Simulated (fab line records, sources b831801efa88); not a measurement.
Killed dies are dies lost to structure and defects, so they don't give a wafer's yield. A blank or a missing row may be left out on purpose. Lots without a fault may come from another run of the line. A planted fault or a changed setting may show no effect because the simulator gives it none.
Which tool did it? | flow sky130 | 8 lots, 24 wafers sampled, at 4 steps of a route of 708

WHAT THE GAUGES READ, wafer by wafer
SKY_SONOS_ONO_THK_MEAS_05.
lot  | measured     | on            | SONOS_ONO_CVD_04_THK (nm)
L486 | day 11 18:25 | film_metro-02 | 5.65 5.55 5.57
L487 | day 12 01:45 | film_metro-04 | 5.77 5.70 5.75
L488 | day 12 09:22 | film_metro-03 | 5.58 5.68 5.72
L489 | day 12 15:25 | film_metro-03 | 5.84 5.81 5.76
L490 | day 12 15:26 | film_metro-04 | 5.70 5.83 5.72
L491 | day 13 07:20 | film_metro-04 | 5.64 5.56 5.62
L500 | day 16 12:59 | film_metro-03 | 5.27 5.24 5.23
L501 | day 16 20:52 | film_metro-02 | 5.21 5.21 5.23

SKY_METAL3_OVL_MEAS_14.
lot  | measured     | on         | METAL3_OVL (nm)
L486 | day 38 08:27 | overlay-01 | -11 -2 -12
L487 | day 38 17:22 | overlay-01 | -1 0 -1
L488 | day 38 23:46 | overlay-02 | -1 -9 -3
L489 | day 39 10:34 | overlay-02 | -5 -3 -4
L490 | day 39 08:34 | overlay-02 | 4 -9 -6
L491 | day 39 21:32 | overlay-02 | -3 -4 -2
L500 | day 42 17:17 | overlay-02 | 4 5 -1
L501 | day 43 02:37 | overlay-01 | 4 10 0

WHICH TOOL RAN EACH LOT (tool, then ch and the chambers of the sampled wafers, then the start)
lot  | SKY_SONOS_ONO_CVD_04        | SKY_METAL2_SPUTTER_03
L486 | lpcvd-03 ch 1, day 11 17:10 | pvd_sputter-01, day 33 20:05
L487 | lpcvd-03 ch 1, day 12 00:29 | pvd_sputter-01, day 34 05:44
L488 | lpcvd-03 ch 1, day 12 08:07 | pvd_sputter-04, day 34 12:20
L489 | lpcvd-03 ch 0, day 12 14:10 | pvd_sputter-02, day 34 23:05
L490 | lpcvd-03 ch 1, day 12 14:10 | pvd_sputter-01, day 34 22:08
L491 | lpcvd-03 ch 0, day 13 06:05 | pvd_sputter-01, day 35 09:45
L500 | lpcvd-03 ch 1, day 16 11:43 | pvd_sputter-01, day 38 14:02
L501 | lpcvd-03 ch 0, day 16 19:35 | pvd_sputter-02, day 38 21:47
- SKY_SONOS_ONO_CVD_04: deposits SiO2 from SiH4/N2O, target thk 5.7199 nm.
- SKY_METAL2_SPUTTER_03: material Ti, target thk 5 nm, time 3.3 s.

WHAT THE TOOLS THEMSELVES READ (means of the sampled wafers that have a number; where no wafer has one, the mark that the record gives instead)
SKY_METAL2_SPUTTER_03.
lot  | tool           | throttle_valve_pct (%)
L486 | pvd_sputter-01 | 29.8
L487 | pvd_sputter-01 | 31.0
L488 | pvd_sputter-04 | 30.5
L489 | pvd_sputter-02 | 30.2
L490 | pvd_sputter-01 | 30.3
L491 | pvd_sputter-01 | 30.2
L500 | pvd_sputter-01 | 31.2
L501 | pvd_sputter-02 | 30.7

THE ANSWER, worked out from the rows above alone
Rule: what is usual is taken from the lots themselves. Put in order of their means at a reading, lots are off if they are a third of the lots or fewer, leave a main group of 4 or more, and stand apart from it by a gap of 3 or more times the standard deviation of the main group's means; of several such gaps the widest counts. A main group whose means are all the same, to the digits that the tables above print for the reading, isn't used. A lot without any number at a reading at which 4 lots or more have one is off too. The other lots that the step has rows for count as sound. The gauges are gone through in route order, then the tools' own readings, and for those a lot's mean is taken as printed above. The first step at which some lot is off is used, and at that step the reading that is off furthest; a lot without a number counts as furthest.
Off: L500, L501, at SKY_SONOS_ONO_THK_MEAS_05 (SONOS_ONO_CVD_04_THK). The main group: mean 5.69 nm, standard deviation 0.078.
A tool fits if, at a process step before that reading, it ran every lot that is off, and no sound lot after the first of them. The gauges at SKY_SONOS_ONO_THK_MEAS_05 are tried like those tools. One fits: lpcvd-03 at SKY_SONOS_ONO_CVD_04. Its last sound lot is L491 (day 13 06:05), its first lot that is off L500 (day 16 11:43): a fault that began between those two fits.

WHAT THE SIMULATOR HAD PUT IN
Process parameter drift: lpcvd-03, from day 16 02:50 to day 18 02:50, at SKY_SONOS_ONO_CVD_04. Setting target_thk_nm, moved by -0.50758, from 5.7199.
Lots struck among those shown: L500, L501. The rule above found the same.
